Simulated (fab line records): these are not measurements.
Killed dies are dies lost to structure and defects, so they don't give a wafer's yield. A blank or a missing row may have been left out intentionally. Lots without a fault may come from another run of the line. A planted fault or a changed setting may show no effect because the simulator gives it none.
Struck lot and sound lot, side by side -- flow sfq_line -- 18 out of 325 route steps
Sound: the wafers L844.2, L844.3, L844.5. Struck: wafers L852.5, L852.6. (L852.4 of the same lot was not struck and is left out.) The cause comes at the end.
Each step with rows lists, per side, the tool, then ch with its chambers, then its first start. Under that, the readings that differ: sound wafers -- struck wafers -- difference of the means -- sigmas: that difference in standard deviations of wafers without a fault.
alike: readings with means less than 2 such deviations apart, plus words and numbers identical on both sides. not compared: withheld readings, readings lacking a value on some wafer, bounds such as >300 that could conceal the same value, and numbers that have no deviation in the record and whose values overlap.
A row with sigmas, a row that says differs or no value, or rows on one side alone: a step with any of these is where the two part. Numbers that don't overlap but have no deviation are shown without sigmas and don't part them. Lack of a reading on every wafer of one side parts them only where that side has two or more wafers.

SFQ_I2_OVL_MEAS_918:
  sound: overlay-01 at day 38 23:55; struck: overlay-02 at day 42 21:49
  alike: I2_OVL
SFQ_TRILAYER_I2_VIA_BARC_OPEN_VIA_ETCH_096: etches BARC in O2, target depth 125 nm, time 41.7 s.
  sound on rie_diel-02 ch 1,2,3, day 38 23:57; struck on rie_diel-02 ch 0,3, day 42 21:50
  alike: chamber_pressure_mTorr, drypump_motor_current_A, oes_product_au
  not compared: rf_hours_counter_h
SFQ_TRILAYER_I2_VIA_ETCH_VIA_ETCH_070: etches SiO2 in CHF3, stops on Nb, target depth 260 nm.
  sound on rie_diel-02 ch 1,2,3, day 38 23:59; struck on rie_diel-02 ch 0,3, day 42 21:53
  alike: chamber_pressure_mTorr, drypump_motor_current_A, oes_product_au
SFQ_TRILAYER_I2_VIA_STRIP_STRIP_071: strips in O2.
  sound on rie_metal-04 ch 0,1, day 39 00:06; struck on rie_metal-04 ch 0,1, day 42 22:11
  alike: chamber_pressure_mTorr, drypump_motor_current_A, oes_product_au
  not compared: rf_hours_counter_h
then, 2 steps without rows for these wafers: SFQ_TRILAYER_I2_VIA_STRIP_SOLV_CLEAN_072 (cleans in NMP, time 600 s); SFQ_TRILAYER_M3_DEP_PRE_CLEAN_074 (time 22.5 s).
SFQ_TRILAYER_M3_DEP_SPUTTER_073: material Nb, target thk 200 nm, time 133.3 s.
  sound: pvd_sputter-06 at day 39 00:54; struck: pvd_sputter-03 at day 42 22:48
  alike: resputter_cathode_voltage_v, substrate_temp_c, throttle_valve_pct
SFQ_M3_RS_MEAS_919: uses a four-point probe to measure.
  sound: film_metro-03 at day 39 01:01; struck: film_metro-04 at day 42 22:57
  alike: M3_NB_RS
then, 3 steps without rows for these wafers: SFQ_TRILAYER_M3_LITHO_COAT_080 (resist thk 62 nm); SFQ_TRILAYER_M3_LITHO_COAT_075 (resist thk 600 nm); SFQ_TRILAYER_M3_LITHO_SOFTBAKE_079.
-- the record jumps here: 5 days lie between the struck wafers' starts before and after --
SFQ_TRILAYER_M3_LITHO_EXPOSE_076: exposes mask M3, target cd 500 nm.
  sound on krf_scanner-02 ch 0, day 44 03:05; struck on krf_scanner-01 ch 0, day 48 03:14
  alike: mask, reticle_temp_C
then, 2 steps without rows for these wafers: SFQ_TRILAYER_M3_LITHO_PEB_078 (peb time 60 s); SFQ_TRILAYER_M3_LITHO_DEVELOP_077 (time 60 s).
SFQ_M3_OVL_MEAS_921:
  sound: overlay-01 at day 44 04:23; struck: overlay-01 at day 48 04:09
  alike: M3_OVL
SFQ_TRILAYER_M3_BARC_OPEN_METAL_ETCH_100: etches BARC in O2, target depth 125 nm, time 41.7 s.
  sound on rie_metal-02 ch 0,1, day 44 04:25; struck on rie_metal-02 ch 0,1, day 48 04:11
reading,sound,struck,difference,sigmas
model.M3.cd_nm (nm),502.6 502.3 503.7,496.8 496.1,-6.4,
  alike: chamber_pressure_mTorr, drypump_motor_current_A, oes_product_au
  not compared: rf_hours_counter_h
SFQ_TRILAYER_M3_ETCH_METAL_ETCH_078: etches Nb in Cl2/Ar, stops on SiO2, target depth 240 nm, time 120 s.
  sound on rie_metal-02 ch 0,1, day 44 04:28; struck on rie_metal-02 ch 0,1, day 48 04:16
reading,sound,struck,difference,sigmas
model.M3.cd_nm (nm),503.2 500 502.3,495.4 493.2,-7.5,
  alike: chamber_pressure_mTorr, drypump_motor_current_A, oes_product_au
  not compared: rf_hours_counter_h
SFQ_TRILAYER_M3_STRIP_STRIP_079: strips in O2.
  sound on rie_metal-02 ch 0,1, day 44 04:36; struck on rie_metal-02 ch 0,1, day 48 04:33
  alike: chamber_pressure_mTorr, drypump_motor_current_A, oes_product_au
  not compared: rf_hours_counter_h

## WHERE THEY PART
Nowhere in this record.

WHY: what had been put in by the simulator
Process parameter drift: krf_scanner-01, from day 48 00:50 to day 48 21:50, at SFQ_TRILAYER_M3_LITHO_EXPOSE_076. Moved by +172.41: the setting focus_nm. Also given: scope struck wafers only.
